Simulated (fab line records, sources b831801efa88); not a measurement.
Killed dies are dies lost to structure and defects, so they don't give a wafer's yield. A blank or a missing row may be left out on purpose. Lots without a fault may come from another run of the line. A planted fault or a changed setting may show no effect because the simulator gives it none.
Tool commonality check | flow sky130 | 15 lots, 45 wafers sampled

WHY IT WAS OPENED
At SKY_LDD_LDN_TW_MEAS_13 the reading LDD_LDN_TW is flagged on 3 of 15 lots. Wafers without a fault read 1472, standard deviation 9.4.
Rule: a lot is flagged when every wafer of it that has a number lies more than 4 standard deviations from that mean, or none has a number. The other lots count as sound.

lot  | measured     | on            | LDD_LDN_TW, wafer by wafer | flag
L337 | day 23 00:39 | film_metro-01 | 1459 1465 1467             |
L338 | day 23 07:14 | film_metro-01 | 1464 1467 1469             |
L339 | day 23 17:01 | film_metro-01 | 1471 1465 1472             |
L343 | day 25 05:12 | film_metro-01 | 1472 1474 1459             |
L344 | day 25 21:59 | film_metro-01 | 1470 1474 1468             |
L345 | day 26 09:24 | film_metro-01 | 1457 1464 1458             |
L346 | day 26 16:53 | film_metro-02 | 1488 1483 1471             |
L348 | day 26 18:25 | film_metro-03 | 1475 1477 1473             |
L347 | day 26 18:53 | film_metro-01 | 1337 1339 1332             | FLAGGED
L349 | day 27 15:53 | film_metro-01 | 1348 1349 1341             | FLAGGED
L350 | day 27 22:58 | film_metro-01 | 1346 1356 1359             | FLAGGED
L353 | day 29 00:33 | film_metro-01 | 1463 1454 1467             |
L357 | day 30 08:16 | film_metro-02 | 1479 1477 1482             |
L358 | day 30 11:19 | film_metro-03 | 1481 1481 1493             |
L359 | day 30 21:21 | film_metro-01 | 1474 1464 1469             |
The numbers of the flagged lots are 1345 on average: -127 against the usual, or -13 standard deviations.

WHICH TOOL RAN EACH LOT
The record holds 2 process steps before the reading, out of a route of 708 steps. In each cell: the tool, then ch and the chambers that the sampled wafers went through, then the start.
lot  | flag    | SKY_LDD_HVP_STRIP_09                 | SKY_LDD_LDN_IMPLANT_11
L337 |         | plasma_asher-04 ch 0, day 21 17:41   | implanter-02 ch 0, day 23 00:25
L338 |         | plasma_asher-03 ch 0,1, day 22 00:28 | implanter-03 ch 0, day 23 06:59
L339 |         | plasma_asher-02 ch 0,1, day 22 10:08 | implanter-01 ch 0, day 23 16:49
L343 |         | plasma_asher-02 ch 1, day 23 21:38   | implanter-02 ch 0, day 25 04:58
L344 |         | plasma_asher-03 ch 0,1, day 24 15:34 | implanter-02 ch 0, day 25 21:44
L345 |         | plasma_asher-03 ch 0,1, day 25 02:50 | implanter-03 ch 0, day 26 09:10
L346 |         | plasma_asher-03 ch 1, day 25 10:52   | implanter-03 ch 0, day 26 16:38
L348 |         | plasma_asher-03 ch 0,1, day 25 12:24 | implanter-02 ch 0, day 26 18:11
L347 | FLAGGED | plasma_asher-03 ch 0,1, day 25 12:44 | implanter-03, day 26 18:38
L349 | FLAGGED | plasma_asher-03 ch 0,1, day 26 10:23 | implanter-01, day 27 15:38
L350 | FLAGGED | plasma_asher-02 ch 0,1, day 26 17:26 | implanter-03, day 27 22:44
L353 |         | plasma_asher-03 ch 1, day 27 19:29   | implanter-02 ch 0, day 29 00:19
L357 |         | plasma_asher-02 ch 0,1, day 29 03:40 | implanter-03 ch 0, day 30 08:02
L358 |         | plasma_asher-03 ch 0,1, day 29 06:12 | implanter-01 ch 0, day 30 11:05
L359 |         | plasma_asher-02 ch 0,1, day 29 16:49 | implanter-03 ch 0, day 30 21:07
What these steps do:
- SKY_LDD_HVP_STRIP_09: strips in O2/N2.
- SKY_LDD_LDN_IMPLANT_11
- SKY_LDD_LDN_TW_MEAS_13

FLAGGED OVER TOTAL, TOOL BY TOOL (the gauges that took the reading come last)
step                   | tool            | lots run | flagged | share of the flagged lots | sound lots run after its first flagged lot
SKY_LDD_HVP_STRIP_09   | plasma_asher-02 | 5        | 1       | some                      | 2 (L357,L359)
SKY_LDD_HVP_STRIP_09   | plasma_asher-03 | 9        | 2       | some                      | 2 (L353,L358)
SKY_LDD_HVP_STRIP_09   | plasma_asher-04 | 1        | 0       | none                      | -
SKY_LDD_LDN_IMPLANT_11 | implanter-01    | 3        | 1       | some                      | 1 (L358)
SKY_LDD_LDN_IMPLANT_11 | implanter-02    | 5        | 0       | none                      | -
SKY_LDD_LDN_IMPLANT_11 | implanter-03    | 7        | 2       | some                      | 2 (L357,L359)
SKY_LDD_LDN_TW_MEAS_13 | film_metro-01   | 11       | 3       | all                       | 2 (L353,L359)
SKY_LDD_LDN_TW_MEAS_13 | film_metro-02   | 2        | 0       | none                      | -
SKY_LDD_LDN_TW_MEAS_13 | film_metro-03   | 2        | 0       | none                      | -

WHAT THE TABLE ALLOWS
1 row of the table ran every flagged lot: film_metro-01 at SKY_LDD_LDN_TW_MEAS_13.
- film_metro-01 at SKY_LDD_LDN_TW_MEAS_13: 3 of its 11 lots flagged. Sound lots ran on it after the first flagged one (L353, L359), which a lasting fault on the whole tool wouldn't allow.
No row of the table ran every flagged lot and no sound lot after the first.

WHAT THE SIMULATOR HAD PUT IN
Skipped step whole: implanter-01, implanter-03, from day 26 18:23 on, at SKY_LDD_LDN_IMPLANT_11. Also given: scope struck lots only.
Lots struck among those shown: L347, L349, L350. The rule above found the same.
